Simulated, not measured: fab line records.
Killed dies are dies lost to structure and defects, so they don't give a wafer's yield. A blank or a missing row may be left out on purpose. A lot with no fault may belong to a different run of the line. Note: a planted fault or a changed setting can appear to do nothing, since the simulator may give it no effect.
What tool caused it? / flow gf180mcu / 33 wafers from 11 lots sampled at 5 of the route's 602 steps

WHAT THE GAUGES SHOWED, per wafer
GF_HV_LDD_THK_MEAS_57.
lot=L896; measured=day 12 07:25; on=film_metro-04; HV_LDD_CVD_56_THK (nm)=90.1 90.8 90.4
lot=L898; measured=day 13 01:41; on=film_metro-04; HV_LDD_CVD_56_THK (nm)=90.5 91.0 89.7
lot=L901; measured=day 14 06:05; on=film_metro-01; HV_LDD_CVD_56_THK (nm)=55.3 56.2 55.3
lot=L910; measured=day 17 03:52; on=film_metro-04; HV_LDD_CVD_56_THK (nm)=91.3 91.3 90.7
lot=L911; measured=day 17 17:16; on=film_metro-01; HV_LDD_CVD_56_THK (nm)=90.8 90.4 90.7
lot=L913; measured=day 18 13:52; on=film_metro-02; HV_LDD_CVD_56_THK (nm)=91.1 90.5 90.3
lot=L914; measured=day 18 18:22; on=film_metro-01; HV_LDD_CVD_56_THK (nm)=90.4 90.4 90.5
lot=L915; measured=day 18 22:56; on=film_metro-01; HV_LDD_CVD_56_THK (nm)=91.5 90.8 91.5
lot=L916; measured=day 19 07:41; on=film_metro-04; HV_LDD_CVD_56_THK (nm)=91.0 90.6 89.8
lot=L917; measured=day 19 16:47; on=film_metro-02; HV_LDD_CVD_56_THK (nm)=89.4 89.3 89.0
lot=L919; measured=day 20 11:52; on=film_metro-02; HV_LDD_CVD_56_THK (nm)=91.7 90.9 90.7

GF_V1_THK_MEAS_01.
lot=L896; measured=day 16 20:18; on=film_metro-02; V1_CVD_00_THK (nm)=600 605 608
lot=L898; measured=day 17 18:28; on=film_metro-01; V1_CVD_00_THK (nm)=602 605 604
lot=L901; measured=day 19 02:21; on=film_metro-02; V1_CVD_00_THK (nm)=608 606 609
lot=L910; measured=day 22 06:56; on=film_metro-03; V1_CVD_00_THK (nm)=599 603 605
lot=L911; measured=day 22 22:38; on=film_metro-02; V1_CVD_00_THK (nm)=596 603 597
lot=L913; measured=day 23 17:18; on=film_metro-01; V1_CVD_00_THK (nm)=603 608 603
lot=L914; measured=day 23 23:28; on=film_metro-01; V1_CVD_00_THK (nm)=601 612 606
lot=L915; measured=day 24 01:57; on=film_metro-01; V1_CVD_00_THK (nm)=598 605 588
lot=L916; measured=day 24 09:58; on=film_metro-02; V1_CVD_00_THK (nm)=604 603 598
lot=L917; measured=day 24 19:01; on=film_metro-01; V1_CVD_00_THK (nm)=595 595 597
lot=L919; measured=day 25 10:14; on=film_metro-02; V1_CVD_00_THK (nm)=606 608 605

WHICH TOOL RAN EACH LOT (tool, then ch and the chambers of the sampled wafers, then the start)
lot=L896; GF_HV_LDD_CVD_56=lpcvd-02 ch 0, day 12 05:59; GF_HV_LDD_ETCHBACK_58=rie_diel-04 ch 0,2, day 12 07:29; GF_CONTACT_SPUTTER_23=pvd_sputter-04, day 15 20:29
lot=L898; GF_HV_LDD_CVD_56=lpcvd-02 ch 1, day 13 00:15; GF_HV_LDD_ETCHBACK_58=rie_diel-02 ch 1,2,3, day 13 01:44; GF_CONTACT_SPUTTER_23=pvd_sputter-03, day 16 17:32
lot=L901; GF_HV_LDD_CVD_56=lpcvd-02 ch 1, day 14 04:39; GF_HV_LDD_ETCHBACK_58=rie_diel-02 ch 0,1,2, day 14 06:08; GF_CONTACT_SPUTTER_23=pvd_sputter-03, day 18 01:20
lot=L910; GF_HV_LDD_CVD_56=lpcvd-01 ch 0, day 17 02:26; GF_HV_LDD_ETCHBACK_58=rie_diel-04 ch 0,2,3, day 17 03:55; GF_CONTACT_SPUTTER_23=pvd_sputter-03, day 21 05:32
lot=L911; GF_HV_LDD_CVD_56=lpcvd-01 ch 0, day 17 15:50; GF_HV_LDD_ETCHBACK_58=rie_diel-02 ch 0,1,3, day 17 17:19; GF_CONTACT_SPUTTER_23=pvd_sputter-01, day 21 20:50
lot=L913; GF_HV_LDD_CVD_56=lpcvd-02 ch 0, day 18 12:26; GF_HV_LDD_ETCHBACK_58=rie_diel-04 ch 0,1, day 18 13:55; GF_CONTACT_SPUTTER_23=pvd_sputter-01, day 22 17:02
lot=L914; GF_HV_LDD_CVD_56=lpcvd-01 ch 1, day 18 16:56; GF_HV_LDD_ETCHBACK_58=rie_diel-01 ch 0,3, day 18 18:26; GF_CONTACT_SPUTTER_23=pvd_sputter-03, day 22 22:56
lot=L915; GF_HV_LDD_CVD_56=lpcvd-02 ch 0, day 18 21:29; GF_HV_LDD_ETCHBACK_58=rie_diel-04 ch 1,2, day 18 22:59; GF_CONTACT_SPUTTER_23=pvd_sputter-04, day 23 01:35
lot=L916; GF_HV_LDD_CVD_56=lpcvd-01 ch 1, day 19 06:14; GF_HV_LDD_ETCHBACK_58=rie_diel-04 ch 0,2,3, day 19 07:44; GF_CONTACT_SPUTTER_23=pvd_sputter-04, day 23 09:56
lot=L917; GF_HV_LDD_CVD_56=lpcvd-02 ch 1, day 19 15:20; GF_HV_LDD_ETCHBACK_58=rie_diel-02 ch 0,1,2, day 19 16:52; GF_CONTACT_SPUTTER_23=pvd_sputter-03, day 23 19:08
lot=L919; GF_HV_LDD_CVD_56=lpcvd-01 ch 0, day 20 10:26; GF_HV_LDD_ETCHBACK_58=rie_diel-01 ch 0,1,2, day 20 11:56; GF_CONTACT_SPUTTER_23=pvd_sputter-01, day 24 11:44
- GF_HV_LDD_CVD_56: deposits Si3N4 from DCS/NH3, target thk 90 nm, time 1543 s.
- GF_HV_LDD_ETCHBACK_58: etches Si3N4 in CH3F/O2, stops on SiO2, time 100 s, target depth 90 nm.
- GF_CONTACT_SPUTTER_23: material TiN, target thk 10 nm, time 40 s.

AS READ BY THE TOOLS THEMSELVES (means over the sampled wafers that have a number; for cases with no such wafer, the mark the record gives instead)
GF_HV_LDD_CVD_56.
lot=L896; tool=lpcvd-02; spike_tc_bottom_C (C)=791.5; spike_tc_centre_C (C)=771.3; spike_tc_lower_C (C)=768.9; spike_tc_top_C (C)=775; spike_tc_upper_C (C)=767.9; susceptor_temp_C (C)=770.1
lot=L898; tool=lpcvd-02; spike_tc_bottom_C (C)=790.3; spike_tc_centre_C (C)=771.5; spike_tc_lower_C (C)=769.3; spike_tc_top_C (C)=784; spike_tc_upper_C (C)=769.8; susceptor_temp_C (C)=770.5
lot=L901; tool=lpcvd-02; spike_tc_bottom_C (C)=765.2; spike_tc_centre_C (C)=748.1; spike_tc_lower_C (C)=744.9; spike_tc_top_C (C)=761; spike_tc_upper_C (C)=745.2; susceptor_temp_C (C)=746.1
lot=L910; tool=lpcvd-01; spike_tc_bottom_C (C)=788.7; spike_tc_centre_C (C)=771.9; spike_tc_lower_C (C)=769.3; spike_tc_top_C (C)=785; spike_tc_upper_C (C)=770.1; susceptor_temp_C (C)=769.9
lot=L911; tool=lpcvd-01; spike_tc_bottom_C (C)=789.3; spike_tc_centre_C (C)=772.0; spike_tc_lower_C (C)=769.5; spike_tc_top_C (C)=785; spike_tc_upper_C (C)=770.5; susceptor_temp_C (C)=770.3
lot=L913; tool=lpcvd-02; spike_tc_bottom_C (C)=791.1; spike_tc_centre_C (C)=771.9; spike_tc_lower_C (C)=769.1; spike_tc_top_C (C)=776; spike_tc_upper_C (C)=769.5; susceptor_temp_C (C)=769.9
lot=L914; tool=lpcvd-01; spike_tc_bottom_C (C)=787.5; spike_tc_centre_C (C)=771.4; spike_tc_lower_C (C)=771.1; spike_tc_top_C (C)=785; spike_tc_upper_C (C)=769.8; susceptor_temp_C (C)=770.1
lot=L915; tool=lpcvd-02; spike_tc_bottom_C (C)=790.5; spike_tc_centre_C (C)=772.0; spike_tc_lower_C (C)=768.8; spike_tc_top_C (C)=775; spike_tc_upper_C (C)=769.4; susceptor_temp_C (C)=770.2
lot=L916; tool=lpcvd-01; spike_tc_bottom_C (C)=786.3; spike_tc_centre_C (C)=771.5; spike_tc_lower_C (C)=771.4; spike_tc_top_C (C)=785; spike_tc_upper_C (C)=769.8; susceptor_temp_C (C)=769.8
lot=L917; tool=lpcvd-02; spike_tc_bottom_C (C)=788.3; spike_tc_centre_C (C)=771.7; spike_tc_lower_C (C)=768.9; spike_tc_top_C (C)=783; spike_tc_upper_C (C)=769.2; susceptor_temp_C (C)=769.5
lot=L919; tool=lpcvd-01; spike_tc_bottom_C (C)=789.1; spike_tc_centre_C (C)=771.4; spike_tc_lower_C (C)=769.2; spike_tc_top_C (C)=785; spike_tc_upper_C (C)=770.7; susceptor_temp_C (C)=769.9

GF_HV_LDD_ETCHBACK_58.
lot=L896; tool=rie_diel-04; O2_flow_sccm (sccm)=30.03; drypump_motor_current_A (A)=5.7; oes_product_au (a.u.)=0.842; rf_fwd_power_W (W)=398.1; throttle_valve_pct (%)=10.559
lot=L898; tool=rie_diel-02; O2_flow_sccm (sccm)=30.09; drypump_motor_current_A (A)=5.5; oes_product_au (a.u.)=0.843; rf_fwd_power_W (W)=397.6; throttle_valve_pct (%)=10.553
lot=L901; tool=rie_diel-02; O2_flow_sccm (sccm)=29.97; drypump_motor_current_A (A)=5.5; oes_product_au (a.u.)=0.665; rf_fwd_power_W (W)=398.0; throttle_valve_pct (%)=10.542
lot=L910; tool=rie_diel-04; O2_flow_sccm (sccm)=30.06; drypump_motor_current_A (A)=5.5; oes_product_au (a.u.)=0.849; rf_fwd_power_W (W)=398.2; throttle_valve_pct (%)=10.556
lot=L911; tool=rie_diel-02; O2_flow_sccm (sccm)=30.10; drypump_motor_current_A (A)=5.9; oes_product_au (a.u.)=0.847; rf_fwd_power_W (W)=398.0; throttle_valve_pct (%)=10.571
lot=L913; tool=rie_diel-04; O2_flow_sccm (sccm)=30.03; drypump_motor_current_A (A)=5.8; oes_product_au (a.u.)=0.841; rf_fwd_power_W (W)=398.3; throttle_valve_pct (%)=10.556
lot=L914; tool=rie_diel-01; O2_flow_sccm (sccm)=29.88; drypump_motor_current_A (A)=6.3; oes_product_au (a.u.)=0.842; rf_fwd_power_W (W)=395.9; throttle_valve_pct (%)=10.563
lot=L915; tool=rie_diel-04; O2_flow_sccm (sccm)=29.97; drypump_motor_current_A (A)=4.9; oes_product_au (a.u.)=0.852; rf_fwd_power_W (W)=396.0; throttle_valve_pct (%)=10.559
lot=L916; tool=rie_diel-04; O2_flow_sccm (sccm)=29.96; drypump_motor_current_A (A)=5.5; oes_product_au (a.u.)=0.849; rf_fwd_power_W (W)=399.1; throttle_valve_pct (%)=10.554
lot=L917; tool=rie_diel-02; O2_flow_sccm (sccm)=29.97; drypump_motor_current_A (A)=5.5; oes_product_au (a.u.)=0.840; rf_fwd_power_W (W)=398.6; throttle_valve_pct (%)=10.561
lot=L919; tool=rie_diel-01; O2_flow_sccm (sccm)=30.08; drypump_motor_current_A (A)=5.6; oes_product_au (a.u.)=0.849; rf_fwd_power_W (W)=398.8; throttle_valve_pct (%)=10.564

GF_CONTACT_SPUTTER_23.
lot=L896; tool=pvd_sputter-04; throttle_valve_pct (%)=29.6
lot=L898; tool=pvd_sputter-03; throttle_valve_pct (%)=30.7
lot=L901; tool=pvd_sputter-03; throttle_valve_pct (%)=30.1
lot=L910; tool=pvd_sputter-03; throttle_valve_pct (%)=30.6
lot=L911; tool=pvd_sputter-01; throttle_valve_pct (%)=30.0
lot=L913; tool=pvd_sputter-01; throttle_valve_pct (%)=29.7
lot=L914; tool=pvd_sputter-03; throttle_valve_pct (%)=30.6
lot=L915; tool=pvd_sputter-04; throttle_valve_pct (%)=28.8
lot=L916; tool=pvd_sputter-04; throttle_valve_pct (%)=28.9
lot=L917; tool=pvd_sputter-03; throttle_valve_pct (%)=29.6
lot=L919; tool=pvd_sputter-01; throttle_valve_pct (%)=30.2

THE ANSWER, worked out from the rows above alone
Rule: the usual values come from the lots themselves. Put in order of their means at a reading, lots are off if they are a third of the lots or fewer, leave a main group of 4 or more, and stand apart from it by a gap of 3 or more times the standard deviation of the main group's means; of several such gaps the widest counts. A main group is skipped when, at the precision printed for the reading in the tables above, its means are all equal. A lot without any number at a reading at which 4 lots or more have one is off too. The other lots that the step has rows for count as sound. The gauges are gone through in route order, then the tools' own readings, and for those a lot's mean is taken as printed above. The first step at which some lot is off is used, and at that step the reading that is off furthest; a lot without a number counts as furthest.
Off: L901, at GF_HV_LDD_THK_MEAS_57 (HV_LDD_CVD_56_THK). Mean 90.6 nm and standard deviation 0.54 in the main group.
A tool fits if, at a process step before that reading, it ran every lot that is off, and no sound lot after the first of them. The gauges at GF_HV_LDD_THK_MEAS_57 aren't tried: what is off there is off at GF_HV_LDD_CVD_56 too, on other tools, and a gauge's error can't cause that. Not one of the candidates tried fits.

WHAT THE SIMULATOR HAD PUT IN
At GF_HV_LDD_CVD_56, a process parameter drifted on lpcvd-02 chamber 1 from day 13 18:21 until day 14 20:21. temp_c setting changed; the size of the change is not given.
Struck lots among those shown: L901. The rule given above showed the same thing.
